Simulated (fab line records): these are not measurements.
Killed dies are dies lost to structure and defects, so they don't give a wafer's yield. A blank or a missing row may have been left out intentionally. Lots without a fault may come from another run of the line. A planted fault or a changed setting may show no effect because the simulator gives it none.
Which tool did it? ; flow gf180mcu ; route of 602 steps, sampled at 1 step: 6 lots, 17 wafers

## WHAT THE GAUGES SHOWED, per wafer
GF_SALICIDE_RS_MEAS_04: measurement is done with a four-point probe.
lot;measured;on;SALICIDE_TIN_RS (ohm/sq)
L373;day 15 06:15;film_metro-02;16.75 16.51 16.66
L375;day 16 01:16;film_metro-02;15.91 16.02 16.20
L377;day 16 18:22;film_metro-02;16.22 16.45 16.55
L380;day 17 17:12;film_metro-04;16.20 16.27 16.30
L382;day 18 23:41;film_metro-04;16.56 16.59 16.52
L387;day 20 23:36;film_metro-03;16.89 16.56

## EACH LOT AND THE TOOL THAT RAN IT (in order: tool; ch and the chambers of the sampled wafers; start)
The record holds no process step before these readings.

## THE ANSWER, worked out from the rows above alone
Rule: the usual values come from the lots themselves. Put in order of their means at a reading, lots are off if they are a third of the lots or fewer, leave a main group of 4 or more, and stand apart from it by a gap of 3 or more times the standard deviation of the main group's means; of several such gaps the widest counts. Not used: any main group whose means are identical at the precision the tables above print for the reading. Also off: a lot with no number at a reading for which 4 or more lots have one. The other lots that the step has rows for count as sound.
No lot is off on any of the readings shown, so nothing can be concluded from this.

## WHAT THE SIMULATOR PUT IN
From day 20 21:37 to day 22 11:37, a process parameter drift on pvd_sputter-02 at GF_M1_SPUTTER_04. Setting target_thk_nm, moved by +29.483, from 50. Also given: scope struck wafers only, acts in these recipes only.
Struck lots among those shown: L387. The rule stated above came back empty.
